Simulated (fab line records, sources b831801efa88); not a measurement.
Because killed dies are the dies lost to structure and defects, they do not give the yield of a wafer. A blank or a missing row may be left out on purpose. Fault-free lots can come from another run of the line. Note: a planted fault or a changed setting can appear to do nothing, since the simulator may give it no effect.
Split-lot experiment ; flow sky130 ; 5 lots, 23 wafers read, on a route of 708 steps

## THE SPLIT
At SKY_SONOS_TUNNEL_EXPOSE_04 (exposes mask TUNM, target cd 410 nm), the setting dose_mj was moved away from the recipe's 136 on 11 of the 23 wafers read, by +5.6% to +7.1%. For the rest of the wafers, this setting stayed at what the recipe calls for.

## FROM THE SPLIT TO THE READING: what the file shows between them, 2 steps
- SKY_SONOS_TUNNEL_PEB_05
- SKY_SONOS_TUNNEL_DEVELOP_06: develop time 61.5 s

## THE READING
cd_nm at SKY_SONOS_TUNNEL_CD_MEAS_07, given in nm (cd target 410 nm). A value of 410.1 nm with a standard deviation of 2.1 nm is what fault-free wafers of this fab line usually give.

wafer;tool, chamber at the split;dose_mj as run;against the recipe;cd_nm, nm;against lot-mates on the recipe
L076.2;iline_stepper-01, 0;136;recipe;410.4;-
L076.3;iline_stepper-01, 0;136;recipe;409.3;-
L076.4;iline_stepper-01, 0;136;recipe;408.1;-
L080.1;iline_stepper-01, 0;136;recipe;410.1;-
L080.2;iline_stepper-01, 0;136;recipe;413.9;-
L080.3;iline_stepper-01, 0;145.7;+7.1%;431.6;+19.6
L080.4;iline_stepper-01, 0;145.7;+7.1%;433.6;+21.6
L080.6;iline_stepper-01, 0;145.7;+7.1%;432.8;+20.8
L081.1;iline_stepper-01, 0;136;recipe;412.6;-
L081.2;iline_stepper-01, 0;145.4;+6.9%;428.2;+16.4
L081.3;iline_stepper-01, 0;145.4;+6.9%;428.6;+16.9
L081.4;iline_stepper-01, 0;145.4;+6.9%;427.2;+15.4
L081.5;iline_stepper-01, 0;136;recipe;410.9;-
L082.1;iline_stepper-02, 0;136;recipe;407.3;-
L082.2;iline_stepper-02, 0;143.6;+5.6%;424.7;+15.4
L082.3;iline_stepper-02, 0;136;recipe;408.9;-
L082.4;iline_stepper-02, 0;136;recipe;411.8;-
L082.6;iline_stepper-02, 0;143.6;+5.6%;426.3;+17.0
L083.2;iline_stepper-01, 0;144.2;+6.0%;431.0;+16.5
L083.3;iline_stepper-01, 0;136;recipe;415.4;-
L083.4;iline_stepper-01, 0;144.2;+6.0%;428.2;+13.7
L083.5;iline_stepper-01, 0;136;recipe;413.7;-
L083.6;iline_stepper-01, 0;144.2;+6.0%;428.5;+14.0

THE FIT
A straight line over all 23 wafers: cd_nm changes by +2.79 nm for each +1% of dose_mj; r = +0.97; the points scatter about the line by 2.3 nm.
The same after taking each lot's own level away (the mean of its wafers on the recipe; 23 wafers): +2.62 nm for each +1%; r = +0.98; scatter 1.7 nm.
Per that fit: largest dose_mj move, reading shift of 19 nm.
The lots' own levels span 409.27 to 414.55 nm, that is 2.5 times the standard deviation above.
Consequently the slope shifts little with the lot-to-lot level, the two slopes agreeing.
Check: +18.6 nm against its lot-mates is what the line predicts for one of the wafers moved furthest among these (+7.1%) when that wafer is left out of the fit. Against them it came out at +19.6 nm.

## THE WHOLE CHAIN: every reading that the file lists as answering this split, in the file's order
step;what it does;reading;change (the file's fit);r (the file's)
SKY_SONOS_TUNNEL_DEVELOP_06;develop time 61.5 s;SONOS_TUNNEL.cd_nm (the simulator's own value, which no gauge read);+2.66 nm for each +1% of the setting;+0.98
SKY_SONOS_TUNNEL_CD_MEAS_07;target cd 410 nm;cd_nm;+2.64 nm for each +1% of the setting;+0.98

## THE FILE'S OWN FIT
cd_nm changes by +2.64 nm for each +1% of dose_mj, r = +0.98.
